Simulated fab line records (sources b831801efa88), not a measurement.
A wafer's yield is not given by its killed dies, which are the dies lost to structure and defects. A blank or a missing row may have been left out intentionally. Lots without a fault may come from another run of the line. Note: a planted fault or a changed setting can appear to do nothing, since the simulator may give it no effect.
The tool behind it: which one? / flow gf180mcu / Sampling: 7 lots, 20 wafers, 2 of 602 route steps

## WHAT EACH GAUGE READ, for each wafer
GF_CONTACT_CD_MEAS_14 targets a cd of 220 nm.
lot=L656; measured=day 16 21:07; on=cdSem-02; cdNm (nm)=220.5 221.7 220.6
lot=L658; measured=day 17 15:46; on=cdSem-02; cdNm (nm)=221.2 222.9 221.7
lot=L660; measured=day 18 04:27; on=cdSem-01; cdNm (nm)=218.0 217.7 217.8
lot=L668; measured=day 21 06:34; on=cdSem-01; cdNm (nm)=198.3 196.8
lot=L670; measured=day 21 21:23; on=cdSem-02; cdNm (nm)=220.3 219.9 219.2
lot=L674; measured=day 23 09:16; on=cdSem-02; cdNm (nm)=218.8 220.3 220.2
lot=L677; measured=day 24 06:24; on=cdSem-02; cdNm (nm)=221.5 220.8 221.7

## WHAT TOOL EACH LOT RAN ON (gives the tool, then ch and the chambers of the sampled wafers, and finally the start)
lot=L656; GF_CONTACT_EXPOSE_11=krfScanner-01 ch 0, day 16 09:31
lot=L658; GF_CONTACT_EXPOSE_11=krfScanner-02 ch 0, day 17 04:38
lot=L660; GF_CONTACT_EXPOSE_11=krfScanner-02 ch 0, day 17 16:38
lot=L668; GF_CONTACT_EXPOSE_11=krfScanner-02 ch 0, day 20 19:10
lot=L670; GF_CONTACT_EXPOSE_11=krfScanner-01 ch 0, day 21 09:36
lot=L674; GF_CONTACT_EXPOSE_11=krfScanner-01 ch 0, day 22 22:04
lot=L677; GF_CONTACT_EXPOSE_11=krfScanner-01 ch 0, day 23 18:56
- GF_CONTACT_EXPOSE_11: exposes mask Contact, target cd 220 nm.

## THE ANSWER, worked out from the rows above alone
Rule: what is usual is taken from the lots themselves. Put in order of their means at a reading, lots are off if they are a third of the lots or fewer, leave a main group of 4 or more, and stand apart from it by a gap of 3 or more times the standard deviation of the main group's means; of several such gaps the widest counts. A main group is skipped when, at the precision printed for the reading in the tables above, its means are all equal. A lot without any number at a reading at which 4 lots or more have one is off too. The other lots that the step has rows for count as sound.
Off at GF_CONTACT_CD_MEAS_14 (cdNm): L668. The main group has a mean of 220.3 nm with a standard deviation of 1.3.
If a tool, at a process step before that reading, ran all the lots that are off and no sound lot after the first of them, it fits. The gauges at GF_CONTACT_CD_MEAS_14 are tried like those tools. Can't be told from this: 2 tools fit, krfScanner-02 at GF_CONTACT_EXPOSE_11, cdSem-01 at GF_CONTACT_CD_MEAS_14.

## WHAT HAD BEEN PUT IN BY THE SIMULATOR
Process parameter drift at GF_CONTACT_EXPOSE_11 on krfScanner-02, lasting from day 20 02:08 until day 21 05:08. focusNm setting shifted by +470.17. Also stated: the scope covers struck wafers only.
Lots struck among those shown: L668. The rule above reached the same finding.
